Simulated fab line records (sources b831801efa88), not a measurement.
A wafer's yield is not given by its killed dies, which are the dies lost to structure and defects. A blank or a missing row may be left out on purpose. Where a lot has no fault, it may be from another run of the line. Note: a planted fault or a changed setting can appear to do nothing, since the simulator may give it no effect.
Tool commonality check / flow sky130 / 30 wafers sampled across 10 lots

## WHAT PROMPTED THE OPENING
2 of 10 lots carry a flag on the reading SD_P_TW at SKY_SD_P_TW_MEAS_11. Wafers without a fault read 2819, standard deviation 12.
Rule: a lot is flagged in two cases, either no wafer of it has a number, or all its wafers with numbers fall more than 4 standard deviations from that mean. The other lots count as sound.

lot=L278; measured=day 26 02:13; on=film_metro-01; SD_P_TW, wafer by wafer=2801 2801 2795; flag=
lot=L282; measured=day 27 14:58; on=film_metro-01; SD_P_TW, wafer by wafer=2653 2665 2667; flag=FLAGGED
lot=L283; measured=day 27 21:52; on=film_metro-03; SD_P_TW, wafer by wafer=2656 2645 2655; flag=FLAGGED
lot=L292; measured=day 31 01:40; on=film_metro-04; SD_P_TW, wafer by wafer=2820 2827 2845; flag=
lot=L293; measured=day 31 03:35; on=film_metro-03; SD_P_TW, wafer by wafer=2814 2823 2842; flag=
lot=L294; measured=day 31 14:53; on=film_metro-04; SD_P_TW, wafer by wafer=2832 2837 2818; flag=
lot=L295; measured=day 32 03:50; on=film_metro-01; SD_P_TW, wafer by wafer=2819 2821 2815; flag=
lot=L296; measured=day 32 10:31; on=film_metro-03; SD_P_TW, wafer by wafer=2828 2816 2825; flag=
lot=L297; measured=day 32 11:46; on=film_metro-03; SD_P_TW, wafer by wafer=2817 2806 2822; flag=
lot=L299; measured=day 32 20:59; on=film_metro-03; SD_P_TW, wafer by wafer=2812 2796 2801; flag=
On average the flagged lots' numbers are 2657, which is -162 against the usual, or -14 standard deviations.

## WHICH TOOL EACH LOT WENT THROUGH
2 process steps preceding the reading are held in the record, out of 708 steps in the route. Read each cell as the tool, then ch plus the chambers that the sampled wafers visited, then the start.
lot=L278; flag=; SKY_SD_P_IMPLANT_09=implanter-04 ch 0, day 26 01:58; SKY_SD_P_STRIP_10=plasma_asher-04 ch 0,1, day 26 02:07
lot=L282; flag=FLAGGED; SKY_SD_P_IMPLANT_09=implanter-02 ch 0, day 27 14:43; SKY_SD_P_STRIP_10=plasma_asher-02 ch 0,1, day 27 14:52
lot=L283; flag=FLAGGED; SKY_SD_P_IMPLANT_09=implanter-02 ch 0, day 27 21:40; SKY_SD_P_STRIP_10=plasma_asher-04 ch 0,1, day 27 21:46
lot=L292; flag=; SKY_SD_P_IMPLANT_09=implanter-01 ch 0, day 31 01:26; SKY_SD_P_STRIP_10=plasma_asher-03 ch 0,1, day 31 01:35
lot=L293; flag=; SKY_SD_P_IMPLANT_09=implanter-02 ch 0, day 31 03:22; SKY_SD_P_STRIP_10=plasma_asher-04 ch 0,1, day 31 03:29
lot=L294; flag=; SKY_SD_P_IMPLANT_09=implanter-04 ch 0, day 31 14:38; SKY_SD_P_STRIP_10=plasma_asher-03 ch 0,1, day 31 14:47
lot=L295; flag=; SKY_SD_P_IMPLANT_09=implanter-04 ch 0, day 32 03:37; SKY_SD_P_STRIP_10=plasma_asher-02 ch 0,1, day 32 03:44
lot=L296; flag=; SKY_SD_P_IMPLANT_09=implanter-02 ch 0, day 32 10:19; SKY_SD_P_STRIP_10=plasma_asher-02 ch 0,1, day 32 10:26
lot=L297; flag=; SKY_SD_P_IMPLANT_09=implanter-02 ch 0, day 32 11:32; SKY_SD_P_STRIP_10=plasma_asher-02 ch 0,1, day 32 11:41
lot=L299; flag=; SKY_SD_P_IMPLANT_09=implanter-01 ch 0, day 32 20:44; SKY_SD_P_STRIP_10=plasma_asher-03 ch 0,1, day 32 20:53
What these steps do:
- SKY_SD_P_IMPLANT_09
- SKY_SD_P_STRIP_10: strips in O2/N2.
- SKY_SD_P_TW_MEAS_11

## FLAGGED OVER TOTAL, TOOL BY TOOL (the gauges that took the reading come last)
step=SKY_SD_P_IMPLANT_09; tool=implanter-01; lots run=2; flagged=0; share of the flagged lots=none; sound lots run after its first flagged lot=-
step=SKY_SD_P_IMPLANT_09; tool=implanter-02; lots run=5; flagged=2; share of the flagged lots=all; sound lots run after its first flagged lot=3 (L293,L296,L297)
step=SKY_SD_P_IMPLANT_09; tool=implanter-04; lots run=3; flagged=0; share of the flagged lots=none; sound lots run after its first flagged lot=-
step=SKY_SD_P_STRIP_10; tool=plasma_asher-02; lots run=4; flagged=1; share of the flagged lots=some; sound lots run after its first flagged lot=3 (L295,L296,L297)
step=SKY_SD_P_STRIP_10; tool=plasma_asher-03; lots run=3; flagged=0; share of the flagged lots=none; sound lots run after its first flagged lot=-
step=SKY_SD_P_STRIP_10; tool=plasma_asher-04; lots run=3; flagged=1; share of the flagged lots=some; sound lots run after its first flagged lot=1 (L293)
step=SKY_SD_P_TW_MEAS_11; tool=film_metro-01; lots run=3; flagged=1; share of the flagged lots=some; sound lots run after its first flagged lot=1 (L295)
step=SKY_SD_P_TW_MEAS_11; tool=film_metro-03; lots run=5; flagged=1; share of the flagged lots=some; sound lots run after its first flagged lot=4 (L293,L296,L297,L299)
step=SKY_SD_P_TW_MEAS_11; tool=film_metro-04; lots run=2; flagged=0; share of the flagged lots=none; sound lots run after its first flagged lot=-

## WHAT THE TABLE ALLOWS
1 row of the table ran every flagged lot: implanter-02 at SKY_SD_P_IMPLANT_09.
- implanter-02 at SKY_SD_P_IMPLANT_09 ran 5 lots, 2 of them flagged. Lots that were sound ran on it after the first flagged one (L293, L296, L297); a persistent fault on the entire tool would not allow that. Its own readings lie more than 4 standard deviations out on every wafer of the flagged lots: beam_energy_keV.
Not one row of the table ran every flagged lot while running no sound lot after the first.

## WHAT THE SIMULATOR HAD PUT IN
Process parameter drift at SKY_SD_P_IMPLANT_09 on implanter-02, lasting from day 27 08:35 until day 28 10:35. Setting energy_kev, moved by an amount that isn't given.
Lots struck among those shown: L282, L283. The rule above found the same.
